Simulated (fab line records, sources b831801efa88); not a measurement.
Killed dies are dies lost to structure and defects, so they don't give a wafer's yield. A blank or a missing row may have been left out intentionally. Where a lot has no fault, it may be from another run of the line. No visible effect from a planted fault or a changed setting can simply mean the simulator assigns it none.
A struck lot beside a sound one / flow gf180mcu / 15 out of 602 route steps
Sound: these wafers, L468.1, L468.2, L468.4. Struck: wafers L466.1, L466.3, L466.6. The cause comes at the end.
Each step with rows lists, per side, the tool, then ch with its chambers, then its first start. Under that, the readings that differ: sound wafers / struck wafers / difference of the means / sigmas: that difference in standard deviations of wafers without a fault.
alike: readings whose means differ by less than 2 such deviations, and words and numbers that are the same on both sides. not compared: withheld readings, readings that some wafer has no value for, bounds like >300 that may hide the same value, and numbers for which the record gives no deviation and whose values overlap.
The two part at a step that has a row with sigmas, a row that says differs or no value, or rows on one side only. Numbers that have no deviation but don't overlap get no sigmas and don't part them. Lack of a reading on every wafer of one side parts them only where that side has two or more wafers.

first, 1 step without rows for these wafers: GF_DNWELL_IMPLANT_07.
GF_DNWELL_STRIP_08: strips in O2/N2.
  sound on plasma asher-03 ch 0,1, day 5 20:57; struck on plasma asher-03 ch 1, day 5 09:23
  alike: drypump motor current A, heater power w, oes product au, strip time to endpoint s
  not compared: rf hours counter h
GF_DNWELL_TW_MEAS_09:
  sound on film metro-03, day 5 21:05; struck on film metro-04, day 5 09:29
reading=DNWELL_TW; sound=1342 1339 1337; struck=1355 1361 1354; difference=+17; sigmas=+2
then, 7 steps without rows for these wafers: GF_NWELL_DEHYDRATE_00 (time 60 s); GF_NWELL_HMDS_01 (prime time 60 s); GF_NWELL_COAT_02 (resist thk 3000 nm); GF_NWELL_SOFTBAKE_03; GF_NWELL_EXPOSE_04 (exposes mask Nwell, target cd 860 nm); GF_NWELL_PEB_05; GF_NWELL_DEVELOP_06 (develop time 60 s).
GF_NWELL_OVL_MEAS_07:
  sound on overlay-01, day 6 11:42; struck on overlay-01, day 5 23:42
  alike: NWELL_OVL
after that, 1 step had no rows for these wafers: GF_NWELL_IMPLANT_08.
GF_NWELL_IMPLANT_09:
  struck on implanter-02, day 5 23:53; sound on implanter-01 ch 0, day 6 11:53
  no value came back on the struck wafers for beam energy keV, beam on s (s); on the sound wafers beam energy keV reads 159.99 160.01 159.99
GF_NWELL_STRIP_10: strips in O2/N2.
  sound on plasma asher-02 ch 0,1, day 6 12:02; struck on plasma asher-04 ch 0,1, day 6 00:02
reading=strip time to endpoint s (s); sound=37.09 37.19 37.23; struck=36.93 36.83 36.93; difference=-0.27; sigmas=-2
  alike: drypump motor current A, heater power w, oes product au
  not compared: rf hours counter h
GF_NWELL_TW_MEAS_11:
  sound on film metro-01, day 6 12:08; struck on film metro-01, day 6 00:22
reading=NWELL_TW; sound=1569 1566 1571; struck=1493 1491 1507; difference=-72; sigmas=-7
  not compared: hold

## WHERE THEY PART
At GF_DNWELL_TW_MEAS_09 first; at GF_NWELL_TW_MEAS_11 last (within this record only).

WHY: what had been put in by the simulator
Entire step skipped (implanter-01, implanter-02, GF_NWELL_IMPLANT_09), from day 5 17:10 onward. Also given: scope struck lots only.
